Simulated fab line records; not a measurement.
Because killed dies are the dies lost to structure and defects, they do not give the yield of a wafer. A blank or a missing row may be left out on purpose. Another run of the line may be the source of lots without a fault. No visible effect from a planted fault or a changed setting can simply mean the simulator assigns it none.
8D (eight disciplines) problem report, filled in by code ; flow sky130 ; the parts of the form that need people (team, actions taken, sign-off) are left out

## 1. PROBLEM STATEMENT
developerTempC at SKY_RES_XHIGH_DEVELOP_06 reads a mean of 22.04 C on 6 wafers of 2 lots; wafers without a fault read 23.02 C with a standard deviation of 0.11. That puts it -8.9 standard deviations away from the usual mean.
The step: develop time 60 s.
First seen on wafer L380.2, day 31 07:44, on lithoTrack-02. Wafers with a number at this step in the record: 39, from 13 lots. By rule, "out" or "out of limits" means more than 4 standard deviations away from the usual mean. The other wafers with a number count as sound.

## 2. WHAT THIS IS AND IS NOT
question;is;is not
which readings at this step;developerTempC;-
which lots;L380, L381;L367, L369, L370, L371, L372, L373, L376, L384, L386, L387, L390
which wafers of those lots;all that have a number;-
read on which tools;lithoTrack-02;lithoTrack-01, lithoTrack-03
when;from day 31 07:44;"up to then (21 sound wafers); but 12 sound wafers of L384, L386, L387, L390 came after"

## 3. WHAT RULES OUT EACH SUSPECT
Counting: a tool at any process step up to the reading remains a suspect when it ran all the lots that are out and ran no sound lot after the first of those.
- lithoTrack-02 at SKY_RES_XHIGH_DEVELOP_06 (develop time 60 s): kept. Every lot that is out went through it, starting with L380 (day 31 07:44), and after that it ran no sound lot; the last sound lot it ran before then is L373 (day 29 06:44). On those wafers its own readings are out: developerTempC.
After counting, what remains is lithoTrack-02 at SKY_RES_XHIGH_DEVELOP_06.

## 4. THE CAUSE (what the simulator had put in)
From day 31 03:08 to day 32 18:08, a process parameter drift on lithoTrack-02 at SKY_RES_XHIGH_DEVELOP_06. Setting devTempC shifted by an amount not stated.
Counting left only this tool.

## 5. THE EFFECT CHAIN, in route order
Each row: a reading whose mean over the struck wafers that have a number lies more than 3 standard deviations from the usual. Readings are gone through only where the record gives a usual standard deviation; hours: the median, over the lots, of the time from a lot's start at the first step in this table giving one to that lot's start at this step; sigmas: the change measured in usual standard deviations.
hours;step;reading;usual;on struck wafers;change;sigmas
0;SKY_RES_XHIGH_DEVELOP_06;developerTempC;23.02 C;22.04;-0.98;-8.9
Process steps it contains:
- SKY_RES_XHIGH_DEVELOP_06: develop time 60 s.
Later steps that measure or inspect, where all struck wafers having a row at the step show a number for every such reading and not one has moved that far: SKY_SD_N_OVL_MEAS_08, SKY_LOCAL_INTERCONNECT_RS_MEAS_01.

## 6. WHAT WOULD HAVE CAUGHT IT SOONER
First out-of-limits reading in this record: day 31 07:44, which is 5 hours after fault onset at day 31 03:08.
